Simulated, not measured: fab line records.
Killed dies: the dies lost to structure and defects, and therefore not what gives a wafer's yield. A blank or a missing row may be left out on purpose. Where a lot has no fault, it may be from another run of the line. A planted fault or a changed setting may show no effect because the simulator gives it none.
The same fault as seen by 2 desks | flow gf180mcu | only its own numbers are on each desk; what lay behind them is given at the end

== FOR THE TOOL OWNER'S DESK: pecvd-04 ==
The tool's own readings at GF_PASSIVATION_CVD_02 (deposits Si3N4, target thk 700 nm, time 486.18 s): means of the sampled wafers that have a number, for each lot that ran on this tool. A lot is out of limits, marked OUT, if its mean lies more than 4 standard deviations from the usual mean; the brackets give that distance.
Columns: A = heater power w at GF_PASSIVATION_CVD_02, usual 657 W
lot  | first seen here | A
L481 | day 29 02:22    | 497
L484 | day 30 12:41    | 519
L492 | day 32 17:26    | 618
L493 | day 32 18:31    | 575
Finding of this desk: none of the 4 lots has anything out of limits.

== METROLOGY DESK ==
Means of the sampled wafers that have a number, per lot and without regard to the tool the lot ran on: this is what the gauges read. A lot is out of limits, marked OUT, if its mean lies more than 4 standard deviations from the usual mean; the brackets give that distance.
Columns: A = M5_OVL at GF_M5_OVL_MEAS_08, usual 6 nm; B = PASSIVATION_CVD_00_THK at GF_PASSIVATION_THK_MEAS_01, usual 1005 nm; C = PASSIVATION_CVD_02_THK at GF_PASSIVATION_THK_MEAS_03, usual 698 nm; D = PASSIVATION_BOW at GF_PASSIVATION_BOW_MEAS_14, usual 135 um
lot  | first seen here | A  | B    | C             | D
L479 | day 26 18:49    | -6 | 1034 | 691           | 134
L480 | day 27 02:48    | 9  | 1003 | 702           | 139
L481 | day 27 07:33    | 4  | 1018 | 708           | 149
L482 | day 27 15:04    | -3 | 1003 | 694           | 133
L483 | day 28 05:11    | 8  | 1004 | 697           | 132
L484 | day 28 20:06    | 7  | 1013 | 696           | 147
L486 | day 29 17:55    | 19 | 1001 | 695           | 142
L488 | day 30 08:44    | 9  | 1014 | 699           | 120
L492 | day 31 02:24    | 5  | 1011 | 512 (-19) OUT | 122
L493 | day 31 03:35    | 4  | 1008 | 496 (-20) OUT | 111
L496 | day 31 20:13    | -0 | 998  | 699           | 119
L497 | day 32 00:41    | 8  | 1006 | 704           | 131
L498 | day 32 06:10    | 5  | 1017 | 688           | 137
This desk's result: L492, L493 out of limits, first on L492 (PASSIVATION_CVD_02_THK at GF_PASSIVATION_THK_MEAS_03), day 32 17:44. In limits: L479, L480, L481, L482, L483, L484, L486, L488, L496, L497, L498.

== BROUGHT TOGETHER ==
At day 32 17:44 the metrology desk could have sounded an alarm, on L492, L493.
Nothing out of limits was seen by the tool owner's desk.
The tool owner's desk has L492, L493 on record, within its limits.
Of the lots named, all ran GF_PASSIVATION_CVD_02 on pecvd-04.

== WHAT THE SIMULATOR HAD INSERTED ==
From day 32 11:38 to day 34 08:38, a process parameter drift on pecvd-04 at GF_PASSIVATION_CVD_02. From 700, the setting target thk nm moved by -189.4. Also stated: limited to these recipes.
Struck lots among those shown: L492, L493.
Delay in hours, fault start to first out-of-limits reading, per desk: metrology desk 6.
